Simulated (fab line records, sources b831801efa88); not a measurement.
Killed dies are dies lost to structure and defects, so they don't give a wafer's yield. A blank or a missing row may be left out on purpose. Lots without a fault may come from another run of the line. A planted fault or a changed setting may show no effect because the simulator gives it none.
Tool commonality check | flow gf180mcu | 11 lots, 39 wafers sampled

WHY IT WAS OPENED
At GF_HV_LDD_THK_MEAS_57 the reading HV_LDD_CVD_56_THK is flagged on 2 of 11 lots. Wafers without a fault read 89.6 nm, standard deviation 1.1.
Rule: a lot is flagged when every wafer of it that has a number lies more than 4 standard deviations from that mean, or none has a number. The other lots count as sound.

lot  | measured     | on            | HV_LDD_CVD_56_THK (nm), wafer by wafer | flag
L835 | day 13 05:26 | film_metro-01 | 88.3 88.7 89.2                         |
L839 | day 14 09:50 | film_metro-02 | 66.0 65.0 65.4 66.0 65.0 65.4          | FLAGGED
L842 | day 15 13:22 | film_metro-02 | 71.4 81.1 83.2 71.5 81.0 83.3          | FLAGGED
L846 | day 16 20:44 | film_metro-01 | 91.5 90.9 90.7                         |
L847 | day 17 12:47 | film_metro-03 | 88.6 89.1 89.4                         |
L850 | day 18 10:51 | film_metro-03 | 88.3 89.5 89.6                         |
L851 | day 18 13:39 | film_metro-02 | 89.7 88.7 88.8                         |
L852 | day 18 20:26 | film_metro-01 | 90.0 90.5 89.7                         |
L853 | day 19 07:16 | film_metro-01 | 89.5 90.4 90.0                         |
L854 | day 19 12:42 | film_metro-02 | 89.6 88.9 89.4                         |
L855 | day 20 07:12 | film_metro-02 | 90.1 90.5 90.6                         |
The numbers of the flagged lots are 72.0 nm on average: -17.6 nm against the usual, or -16 standard deviations.

WHICH TOOL RAN EACH LOT
The record holds 1 process step before the reading, out of a route of 602 steps. In each cell: the tool, then ch and the chambers that the sampled wafers went through, then the start.
lot  | flag    | GF_HV_LDD_CVD_56
L835 |         | lpcvd-01 ch 0, day 13 03:16
L839 | FLAGGED | lpcvd-01 ch 0, day 14 07:41
L842 | FLAGGED | lpcvd-01 ch 1, day 15 11:56
L846 |         | lpcvd-02 ch 1, day 16 19:18
L847 |         | lpcvd-02 ch 0, day 17 11:20
L850 |         | lpcvd-01 ch 0, day 18 09:25
L851 |         | lpcvd-01 ch 0, day 18 12:13
L852 |         | lpcvd-02 ch 1, day 18 18:59
L853 |         | lpcvd-02 ch 1, day 19 05:07
L854 |         | lpcvd-01 ch 1, day 19 11:16
L855 |         | lpcvd-02 ch 1, day 20 05:46
What these steps do:
- GF_HV_LDD_CVD_56: deposits Si3N4 from DCS/NH3, target thk 90 nm, time 1543 s.
- GF_HV_LDD_THK_MEAS_57

FLAGGED OVER TOTAL, TOOL BY TOOL (the gauges that took the reading come last)
step                  | tool          | lots run | flagged | share of the flagged lots | sound lots run after its first flagged lot
GF_HV_LDD_CVD_56      | lpcvd-01      | 6        | 2       | all                       | 3 (L850,L851,L854)
GF_HV_LDD_CVD_56      | lpcvd-02      | 5        | 0       | none                      | -
GF_HV_LDD_THK_MEAS_57 | film_metro-01 | 4        | 0       | none                      | -
GF_HV_LDD_THK_MEAS_57 | film_metro-02 | 5        | 2       | all                       | 3 (L851,L854,L855)
GF_HV_LDD_THK_MEAS_57 | film_metro-03 | 2        | 0       | none                      | -

WHAT THE TABLE ALLOWS
2 rows of the table ran every flagged lot: lpcvd-01 at GF_HV_LDD_CVD_56, film_metro-02 at GF_HV_LDD_THK_MEAS_57.
- lpcvd-01 at GF_HV_LDD_CVD_56: 2 of its 6 lots flagged. Sound lots ran on it after the first flagged one (L850, L851, L854), which a lasting fault on the whole tool wouldn't allow. Its own readings lie more than 4 standard deviations out on every wafer of the flagged lots: spike_tc_centre_C, zone_power_centre_pct, zone_power_lower_pct, zone_power_upper_pct.
- film_metro-02 at GF_HV_LDD_THK_MEAS_57: 2 of its 5 lots flagged. Sound lots ran on it after the first flagged one (L851, L854, L855), which a lasting fault on the whole tool wouldn't allow.
No row of the table ran every flagged lot and no sound lot after the first.

WHAT THE SIMULATOR HAD PUT IN
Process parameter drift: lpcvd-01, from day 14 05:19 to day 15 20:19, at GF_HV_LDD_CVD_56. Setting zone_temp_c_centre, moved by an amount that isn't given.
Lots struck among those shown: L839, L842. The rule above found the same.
